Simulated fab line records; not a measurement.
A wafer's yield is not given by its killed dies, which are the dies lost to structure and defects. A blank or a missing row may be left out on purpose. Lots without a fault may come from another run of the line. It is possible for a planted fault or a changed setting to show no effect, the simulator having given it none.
Check for tools in common	flow gf180mcu	13 lots and 39 wafers in the sample

## THE REASON FOR OPENING IT
At GF_PSD_RS_MEAS_14 the reading NSD_RS is flagged on 2 of 13 lots. Fault-free wafers read 45.76 ohm/sq, with a standard deviation of 0.078.
Rule: a lot is flagged in two cases, either no wafer of it has a number, or all its wafers with numbers fall more than 4 standard deviations from that mean. The other lots count as sound.

lot	measured	on	NSD_RS (ohm/sq), wafer by wafer	flag
L186	day 14 17:20	film_metro-01	45.70 45.63 45.76	
L187	day 15 03:17	film_metro-04	45.72 45.83 45.78	
L188	day 15 13:24	film_metro-01	45.89 45.83 45.75	
L189	day 15 19:17	film_metro-02	45.72 45.79 45.56	
L190	day 16 06:43	film_metro-01	45.77 45.75 45.80	
L191	day 16 10:41	film_metro-02	45.64 45.70 45.68	
L192	day 16 19:31	film_metro-01	45.72 45.88 45.76	
L193	day 17 01:10	film_metro-04	46.00 45.88 45.90	
L194	day 17 14:11	film_metro-02	45.72 45.62 45.68	
L203	day 20 13:58	film_metro-01	43.97 44.02 44.00	FLAGGED
L204	day 21 06:30	film_metro-01	43.90 43.99 43.98	FLAGGED
L206	day 21 15:55	film_metro-02	45.62 45.72 45.73	
L207	day 22 02:46	film_metro-01	45.93 45.81 45.87	
The mean of the flagged lots' numbers is 43.98 ohm/sq, -1.78 ohm/sq from the usual (-23 standard deviations).

## EACH LOT AND THE TOOL IT RAN ON
The record holds 1 process step before the reading, out of a route of 602 steps. In each cell: the tool, then ch and the chambers that the sampled wafers went through, then the start.
lot	flag	GF_PSD_RTA_13
L186		rtp_anneal-02 ch 0, day 14 17:14
L187		rtp_anneal-02 ch 0, day 15 03:11
L188		rtp_anneal-02 ch 0, day 15 13:19
L189		rtp_anneal-02 ch 0, day 15 19:11
L190		rtp_anneal-02 ch 0, day 16 06:38
L191		rtp_anneal-01 ch 0, day 16 10:36
L192		rtp_anneal-01 ch 0, day 16 19:26
L193		rtp_anneal-01 ch 0, day 17 01:05
L194		rtp_anneal-02 ch 0, day 17 14:05
L203	FLAGGED	rtp_anneal-02 ch 0, day 20 13:53
L204	FLAGGED	rtp_anneal-02 ch 0, day 21 06:25
L206		rtp_anneal-01 ch 0, day 21 15:49
L207		rtp_anneal-01 ch 0, day 22 02:41
What the steps here do:
- GF_PSD_RTA_13: time 20 s.
- GF_PSD_RS_MEAS_14: measures by four-point-probe.

## FLAGGED OVER TOTAL, TOOL BY TOOL (the gauges that took the reading come last)
step	tool	lots run	flagged	share of the flagged lots	sound lots run after its first flagged lot
GF_PSD_RTA_13	rtp_anneal-01	5	0	none	-
GF_PSD_RTA_13	rtp_anneal-02	8	2	all	0
GF_PSD_RS_MEAS_14	film_metro-01	7	2	all	1 (L207)
GF_PSD_RS_MEAS_14	film_metro-02	4	0	none	-
GF_PSD_RS_MEAS_14	film_metro-04	2	0	none	-

## WHAT THE TABLE PERMITS
Every flagged lot went through 2 rows of the table: rtp_anneal-02 at GF_PSD_RTA_13 and film_metro-01 at GF_PSD_RS_MEAS_14.
- rtp_anneal-02 at GF_PSD_RTA_13: 2 of its 8 lots flagged. Last sound lot L194 at day 17 14:05, first flagged lot L203 at day 20 13:53; a fault beginning in between fits.
- film_metro-01 at GF_PSD_RS_MEAS_14: 2 of its 7 lots flagged. After the first flagged lot (L207), sound lots still ran on it; a lasting fault on the whole tool would not permit that.
Left over: one tool, rtp_anneal-02 at GF_PSD_RTA_13.

## WHAT THE SIMULATOR HAD PUT IN
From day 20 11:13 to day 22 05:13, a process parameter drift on rtp_anneal-02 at GF_PSD_RTA_13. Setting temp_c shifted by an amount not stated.
Struck lots among those shown: L203, L204. This agrees with what the rule above found.
